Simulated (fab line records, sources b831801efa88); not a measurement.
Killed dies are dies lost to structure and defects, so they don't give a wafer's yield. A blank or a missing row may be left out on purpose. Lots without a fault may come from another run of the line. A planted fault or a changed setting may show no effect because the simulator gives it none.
A struck lot beside a sound one | flow sky130 | 19 steps out of a route of 708
Sound: wafers L486.1, L486.2, L486.4. Struck: wafer L482.3. (L482.1 of the same lot was not struck and is left out.) The cause comes at the end.
At each step with rows: each side's tool, then ch and its chambers, then its first start. Under that, the readings that differ: sound wafers | struck wafers | difference of the means | sigmas: that difference in standard deviations of wafers without a fault.
alike: readings whose means differ by less than 2 such deviations, and words and numbers that are the same on both sides. not compared: withheld readings, readings that some wafer has no value for, bounds like >300 that may hide the same value, and numbers for which the record gives no deviation and whose values overlap.
The two part at a step that has a row with sigmas, a row that says differs or no value, or rows on one side only. Numbers that don't overlap but have no deviation are shown without sigmas and don't part them. A reading that every wafer of one side lacks parts them only if that side has two wafers or more.

first, 1 step without rows for these wafers: SKY_VT_ADJUST_HVTP_DEVELOP_06 (develop time 60 s).
SKY_VT_ADJUST_HVTP_CD_MEAS_07: target cd 380 nm.
  sound on cd_sem-01, day 8 01:48; struck on cd_sem-01, day 8 01:05
  alike: cd_nm
SKY_VT_ADJUST_HVTP_OVL_MEAS_08:
  sound on overlay-01, day 8 01:55; struck on overlay-02, day 8 01:12
  alike: VT_ADJUST_HVTP_OVL
then, 1 step without rows for these wafers: SKY_VT_ADJUST_HVTP_IMPLANT_09.
SKY_VT_ADJUST_HVTP_STRIP_10: strips in O2/N2.
  sound on plasma_asher-02 ch 0,1, day 8 02:07; struck on plasma_asher-04 ch 0, day 8 01:23
  reading                      | sound             | struck | difference | sigmas
  strip_time_to_endpoint_s (s) | 14.20 14.20 14.19 | 14.08  | -0.12      | -2
  alike: drypump_motor_current_A, oes_product_au
  not compared: rf_hours_counter_h
SKY_VT_ADJUST_HVTP_TW_MEAS_11:
  sound on film_metro-03, day 8 02:13; struck on film_metro-03, day 8 01:29
  alike: VT_ADJUST_HVTP_TW
then, 6 steps without rows for these wafers: SKY_VT_ADJUST_LVTN_DEHYDRATE_00 (time 60 s); SKY_VT_ADJUST_LVTN_HMDS_01 (prime time 60 s); SKY_VT_ADJUST_LVTN_COAT_02 (resist thk 3000 nm); SKY_VT_ADJUST_LVTN_SOFTBAKE_03; SKY_VT_ADJUST_LVTN_EXPOSE_04 (exposes mask NWM COMPLEMENT LESS NATIVE, target cd 840 nm); SKY_VT_ADJUST_LVTN_PEB_05.
SKY_VT_ADJUST_LVTN_DEVELOP_06: develop time 60 s.
  sound on litho_track-01 ch 0, day 8 16:00; struck on litho_track-02 ch 0, day 8 14:00
SKY_VT_ADJUST_LVTN_OVL_MEAS_07:
  sound on overlay-01, day 8 16:39; struck on overlay-01, day 8 14:18
  not compared: VT_ADJUST_LVTN_OVL
then, 1 step without rows for these wafers: SKY_VT_ADJUST_LVTN_IMPLANT_08.
SKY_VT_ADJUST_LVTN_STRIP_09: strips in O2/N2.
  sound on plasma_asher-01 ch 0,1, day 8 16:50; struck on plasma_asher-02 ch 1, day 8 14:29
  reading                      | sound             | struck | difference | sigmas
  strip_time_to_endpoint_s (s) | 36.64 36.67 36.68 | 37.27  | +0.61      | +5
  alike: drypump_motor_current_A, oes_product_au
  not compared: rf_hours_counter_h
SKY_VT_ADJUST_LVTN_TW_MEAS_10:
  sound on film_metro-01, day 8 16:56; struck on film_metro-03, day 8 14:35
  reading           | sound             | struck | difference | sigmas
  VT_ADJUST_LVTN_TW | 238.1 236.0 235.6 | 29.9   | -206.7     | -99 or more
then, 1 step without rows for these wafers: SKY_VT_ADJUST_LVTN_DEHYDRATE_11 (time 60 s).
-- the record jumps here: 40 days lie between the struck wafers' starts before and after (it left off in module VT_ADJUST_LVTN and takes up again in module PAD_OPEN, whose first step shown is number 708 of the route) --
SKY_PAD_OPEN_PROBE_99:
  the record has rows for the struck wafers here (prober-01, day 48 11:42) and none for the sound ones

WHERE THEY PART
First at SKY_VT_ADJUST_HVTP_STRIP_10; last, within this record, at SKY_PAD_OPEN_PROBE_99.

WHY: what the simulator had put in
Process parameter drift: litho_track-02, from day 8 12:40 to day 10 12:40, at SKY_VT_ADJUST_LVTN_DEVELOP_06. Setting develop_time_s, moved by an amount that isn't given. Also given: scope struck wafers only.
